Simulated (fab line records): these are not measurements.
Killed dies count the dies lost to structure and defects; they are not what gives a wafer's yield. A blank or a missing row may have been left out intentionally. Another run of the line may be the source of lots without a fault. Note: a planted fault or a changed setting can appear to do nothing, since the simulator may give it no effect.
Which tool is to blame? | flow sky130 | at 1 step of a route of 708, 12 lots with 36 wafers sampled

WHAT THE GAUGES READ, wafer by wafer
SKY_LI_CONTACT_OVL_MEAS_13.
lot  | measured     | on         | LI_CONTACT_OVL (nm)
L075 | day 29 11:17 | overlay-02 | 1 5 3
L077 | day 30 03:33 | overlay-01 | -11 -12 -16
L080 | day 30 23:10 | overlay-02 | 5 -5 -4
L081 | day 31 11:31 | overlay-01 | -1 3 -8
L083 | day 32 11:30 | overlay-01 | 3 5 6
L085 | day 33 03:35 | overlay-01 | 0 -5 -11
L088 | day 33 19:48 | overlay-02 | 3 3 -7
L090 | day 34 07:42 | overlay-01 | 1 4 2
L091 | day 34 15:03 | overlay-01 | -6 0 -7
L093 | day 35 08:02 | overlay-01 | -11 -8 -5
L095 | day 35 18:25 | overlay-01 | -11 -1 1
L097 | day 36 10:33 | overlay-02 | -12 -10 -2

WHAT TOOL EACH LOT RAN ON (gives the tool, then ch and the chambers of the sampled wafers, and finally the start)
The record holds no process step before these readings.

THE ANSWER, worked out from the rows above alone
Rule: the lots themselves supply what counts as usual. Put in order of their means at a reading, lots are off if they are a third of the lots or fewer, leave a main group of 4 or more, and stand apart from it by a gap of 3 or more times the standard deviation of the main group's means; of several such gaps the widest counts. A main group is skipped when, at the precision printed for the reading in the tables above, its means are all equal. Also off: a lot with no number at a reading for which 4 or more lots have one. Where the step has rows for the other lots, those lots are counted as sound.
Across all readings shown, no lot is off: no conclusion can be drawn from this.

WHAT THE SIMULATOR HAD INSERTED
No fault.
